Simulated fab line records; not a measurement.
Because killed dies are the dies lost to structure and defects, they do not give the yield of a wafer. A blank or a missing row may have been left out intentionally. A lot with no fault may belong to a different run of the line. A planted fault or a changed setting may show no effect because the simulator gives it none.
Code-filled problem report in 8D (eight disciplines) form -- flow sky130 -- the parts of the form that need people (team, actions taken, sign-off) are left out

== 1. THE ISSUE ==
Wafers without a fault read 100.02 C, standard deviation 0.11; plateTempC at SKY_LI_CONTACT_SOFTBAKE_08 reads a mean of 95.56 C on 6 wafers belonging to 2 lots. That is -40 standard deviations from the usual mean.
The step: time 90 s.
The first sign was on wafer L229.1 at day 34 08:00, on lithoTrack-04. The record holds 18 wafers of 6 lots with a number at this step. The rule behind "out" and "out of limits": a value lying over 4 standard deviations away from the usual mean. The other wafers with a number count as sound.

== 2. WHAT THIS IS AND IS NOT ==
question,is,is not
which readings at this step,"plateTempC, heaterPowerTotalW",-
which lots,"L229, L231","L216, L220, L228, L236"
which wafers of those lots,all that have a number,-
read on which tools,lithoTrack-04,"lithoTrack-01, lithoTrack-03"
when,from day 34 08:00,up to then (9 sound wafers); but 3 sound wafers of L236 came after

== 3. THE SUSPECTS, EACH WITH WHAT RULES IT OUT ==
Counting: a tool at any process step up to the reading remains a suspect when it ran all the lots that are out and ran no sound lot after the first of those.
- cmp-01 at SKY_LI_CONTACT_CMP_02 (polishes PSG): ruled out as a lasting fault. The sound lots L236 went through it after L229, its earliest lot that is out (day 33 18:42).
- lithoTrack-04 at SKY_LI_CONTACT_SOFTBAKE_08 (time 90 s): kept. Every lot that is out went through it, starting with L229 (day 34 08:00), and after that it ran no sound lot; the last sound lot it ran before then is L216 (day 29 22:00). Out on those wafers are its own readings of heaterPowerTotalW, plateTempC.
Remaining after the count: lithoTrack-04 at SKY_LI_CONTACT_SOFTBAKE_08.

== 4. THE CAUSE (what the simulator had put in) ==
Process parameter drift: lithoTrack-04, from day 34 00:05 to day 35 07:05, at SKY_LI_CONTACT_SOFTBAKE_08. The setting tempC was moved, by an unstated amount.
The count eliminated every tool but this one.

== 5. THE CHAIN OF EFFECTS, in route order ==
Each row: a reading whose mean over the struck wafers that have a number lies more than 3 standard deviations from the usual. Scope: only readings with a usual standard deviation given in the record; hours: median across lots of the time from each lot's start at the first step in this table that gives one to its start at this step; sigmas: change in usual standard deviations.
hours,step,reading,usual,on struck wafers,change,sigmas
0,SKY_LI_CONTACT_SOFTBAKE_08,heaterPowerTotalW,57.36 W,53.86,-3.50,-32
0,SKY_LI_CONTACT_SOFTBAKE_08,plateTempC,100.02 C,95.56,-4.45,-40
Process steps it contains:
- SKY_LI_CONTACT_SOFTBAKE_08: time 90 s.
At these later measuring or inspecting steps, every struck wafer for which the step has a row has a number for every such reading, and none has moved that far: SKY_LI_CONTACT_CD_MEAS_12, SKY_LI_CONTACT_OVL_MEAS_13.

== 6. WHAT WOULD HAVE CAUGHT IT SOONER ==
8 hours passed between the start of the fault at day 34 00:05 and the first reading out of limits in this record, taken at day 34 08:00.
